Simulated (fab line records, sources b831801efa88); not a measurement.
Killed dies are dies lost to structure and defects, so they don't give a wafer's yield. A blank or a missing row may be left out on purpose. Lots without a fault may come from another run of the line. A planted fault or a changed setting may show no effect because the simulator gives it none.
Which tool did it? | flow gf180mcu | 14 lots, 42 wafers sampled, at 4 steps of a route of 602

WHAT THE GAUGES READ, wafer by wafer
GF_PASSIVATION_THK_MEAS_01. Usual: PASSIVATION_CVD_00_THK 997 nm, standard deviation 15.
lot  | measured     | on            | PASSIVATION_CVD_00_THK (nm) | flag
L847 | day 28 09:27 | film_metro-01 | 993 1022 1010               |
L848 | day 28 17:45 | film_metro-04 | 995 1008 1010               |
L849 | day 29 00:35 | film_metro-04 | 1002 976 1020               |
L850 | day 29 07:50 | film_metro-01 | 991 1014 997                |
L852 | day 29 22:08 | film_metro-04 | 991 1001 1013               |
L853 | day 30 07:13 | film_metro-04 | 988 1005 1004               |
L854 | day 30 12:55 | film_metro-01 | 1007 998 999                |
L856 | day 31 02:19 | film_metro-04 | 975 1007 984                |
L857 | day 31 08:42 | film_metro-04 | 991 983 1006                |
L859 | day 32 10:00 | film_metro-03 | 995 971 1011                |
L860 | day 32 04:47 | film_metro-04 | 1006 1026 1031              |
L867 | day 33 17:35 | film_metro-04 | 986 987 1002                |
L868 | day 34 05:31 | film_metro-03 | 1000 986 997                |
L869 | day 34 09:28 | film_metro-04 | 987 984 1004                |

WHICH TOOL RAN EACH LOT (tool, then ch and the chambers of the sampled wafers, then the start)
lot  | GF_POLY_GATE_OXIDATION_16     | GF_MIM_SPUTTER_02            | GF_V5_CVD_02
L847 | furnace-02 ch 0, day 9 11:05  | pvd_sputter-04, day 24 17:19 | pecvd-04 ch 1,2, day 26 13:29
L848 | furnace-01 ch 0, day 9 17:23  | pvd_sputter-03, day 25 02:52 | pecvd-03 ch 0,1, day 26 22:41
L849 | furnace-01 ch 0, day 10 00:31 | pvd_sputter-03, day 25 11:37 | pecvd-04 ch 1,2, day 27 06:13
L850 | furnace-02 ch 0, day 10 07:44 | pvd_sputter-04, day 25 18:37 | pecvd-04 ch 0,1,2, day 27 13:55
L852 | furnace-02 ch 0, day 10 22:50 | pvd_sputter-04, day 26 10:10 | pecvd-03 ch 1,2, day 28 04:50
L853 | furnace-01 ch 0, day 11 07:23 | pvd_sputter-04, day 26 19:55 | pecvd-03 ch 1,2, day 28 13:07
L854 | furnace-02 ch 0, day 11 13:59 | pvd_sputter-01, day 27 02:53 | pecvd-04 ch 0,1,2, day 28 20:43
L856 | furnace-01 ch 0, day 12 03:11 | pvd_sputter-01, day 27 18:28 | pecvd-04 ch 0,1, day 29 10:32
L857 | furnace-01 ch 0, day 12 10:47 | pvd_sputter-01, day 28 01:14 | pecvd-03 ch 0,1,2, day 29 17:10
L859 | furnace-01 ch 0, day 13 02:23 | pvd_sputter-04, day 28 20:13 | pecvd-01 ch 0,1,2, day 30 12:07
L860 | furnace-02 ch 0, day 13 07:50 | pvd_sputter-04, day 29 01:05 | pecvd-03 ch 0,2, day 30 15:17
L867 | furnace-01 ch 0, day 15 13:38 | pvd_sputter-01, day 30 19:08 | pecvd-03 ch 0,1, day 32 07:16
L868 | furnace-01 ch 0, day 15 22:20 | pvd_sputter-03, day 31 06:20 | pecvd-01 ch 0,1,2, day 32 18:44
L869 | furnace-02 ch 0, day 16 00:47 | pvd_sputter-04, day 31 11:26 | pecvd-01 ch 0,1, day 32 23:08
- GF_POLY_GATE_OXIDATION_16: stabilise 600 s, purge 300 s, target thk 4 nm.
- GF_MIM_SPUTTER_02: material AlCu, target thk 450 nm, time 23.9 s.
- GF_V5_CVD_02: deposits SiO2 from TEOS, target thk 1450 nm, time 163.28 s.

WHAT THE TOOLS THEMSELVES READ (means of the sampled wafers that have a number; where no wafer has one, the mark that the record gives instead)
GF_POLY_GATE_OXIDATION_16. Usual: spike_tc_bottom_C 871.9 C, standard deviation 3; spike_tc_centre_C 850.4 C, standard deviation 1.1; tube_center_temp_C_max 852.1, standard deviation 0.31.
lot  | tool       | spike_tc_bottom_C (C) | spike_tc_centre_C (C) | tube_center_temp_C_max | flag
L847 | furnace-02 | 868.5                 | 850.0                 | 852.2                  |
L848 | furnace-01 | 875.3                 | 850.5                 | 852.3                  |
L849 | furnace-01 | 874.3                 | 850.5                 | 852.0                  |
L850 | furnace-02 | 868.0                 | 849.6                 | 852.3                  |
L852 | furnace-02 | 869.0                 | 849.9                 | 852.0                  |
L853 | furnace-01 | 874.2                 | 851.7                 | 852.3                  |
L854 | furnace-02 | 867.8                 | 850.1                 | 852.0                  |
L856 | furnace-01 | 874.0                 | 851.1                 | 852.0                  |
L857 | furnace-01 | 873.2                 | 851.9                 | 852.3                  |
L859 | furnace-01 | 874.3                 | 850.2                 | 851.9                  |
L860 | furnace-02 | 868.2                 | 850.2                 | 852.0                  |
L867 | furnace-01 | 876.1                 | 850.3                 | 852.3                  |
L868 | furnace-01 | 874.3                 | 850.8                 | 852.1                  |
L869 | furnace-02 | 869.0                 | 850.0                 | 852.0                  |

GF_MIM_SPUTTER_02. Usual: cathode_dc_power_W 10600 W, standard deviation 1.8; throttle_valve_pct 30.4 %, standard deviation 1.1.
lot  | tool           | cathode_dc_power_W (W) | throttle_valve_pct (%) | flag
L847 | pvd_sputter-04 | 10598                  | 30.2                   |
L848 | pvd_sputter-03 | 10600                  | 30.2                   |
L849 | pvd_sputter-03 | 10602                  | 29.4                   |
L850 | pvd_sputter-04 | 10602                  | 30.3                   |
L852 | pvd_sputter-04 | 10599                  | 30.3                   |
L853 | pvd_sputter-04 | 10600                  | 30.0                   |
L854 | pvd_sputter-01 | 10601                  | 30.7                   |
L856 | pvd_sputter-01 | 10599                  | 30.5                   |
L857 | pvd_sputter-01 | 10599                  | 30.3                   |
L859 | pvd_sputter-04 | 10600                  | 31.3                   |
L860 | pvd_sputter-04 | 10598                  | 30.3                   |
L867 | pvd_sputter-01 | 10601                  | 30.8                   |
L868 | pvd_sputter-03 | 10600                  | 29.3                   |
L869 | pvd_sputter-04 | 10601                  | 31.2                   |

GF_V5_CVD_02. Usual: heater_power_w 663 W, standard deviation 95; rf_fwd_power_W 598.2 W, standard deviation 1.8.
lot  | tool     | heater_power_w (W) | rf_fwd_power_W (W) | flag
L847 | pecvd-04 | 588                | 598.8              |
L848 | pecvd-03 | 680                | 597.9              |
L849 | pecvd-04 | 642                | 596.7              |
L850 | pecvd-04 | 555                | 599.3              |
L852 | pecvd-03 | 579                | 596.6              |
L853 | pecvd-03 | 626                | 599.3              |
L854 | pecvd-04 | 578                | 598.3              |
L856 | pecvd-04 | 672                | 599.3              |
L857 | pecvd-03 | 679                | 598.1              |
L859 | pecvd-01 | 741                | 599.1              |
L860 | pecvd-03 | 612                | 598.6              |
L867 | pecvd-03 | 666                | 598.7              |
L868 | pecvd-01 | 694                | 598.6              |
L869 | pecvd-01 | 741                | 598.4              |

THE ANSWER, worked out from the rows above alone
Rule: a lot is off if the mean of its wafers that have a number lies more than 3 standard deviations from the usual mean. A lot without any number at a reading at which 4 lots or more have one is off too. The other lots that the step has rows for count as sound. The gauges are gone through in route order, then the tools' own readings, and for those a lot's mean is taken as printed above. The first step at which some lot is off is used, and at that step the reading that is off furthest; a lot without a number counts as furthest.
No lot is off at any reading shown: from this, nothing can be told.

WHAT THE SIMULATOR HAD PUT IN
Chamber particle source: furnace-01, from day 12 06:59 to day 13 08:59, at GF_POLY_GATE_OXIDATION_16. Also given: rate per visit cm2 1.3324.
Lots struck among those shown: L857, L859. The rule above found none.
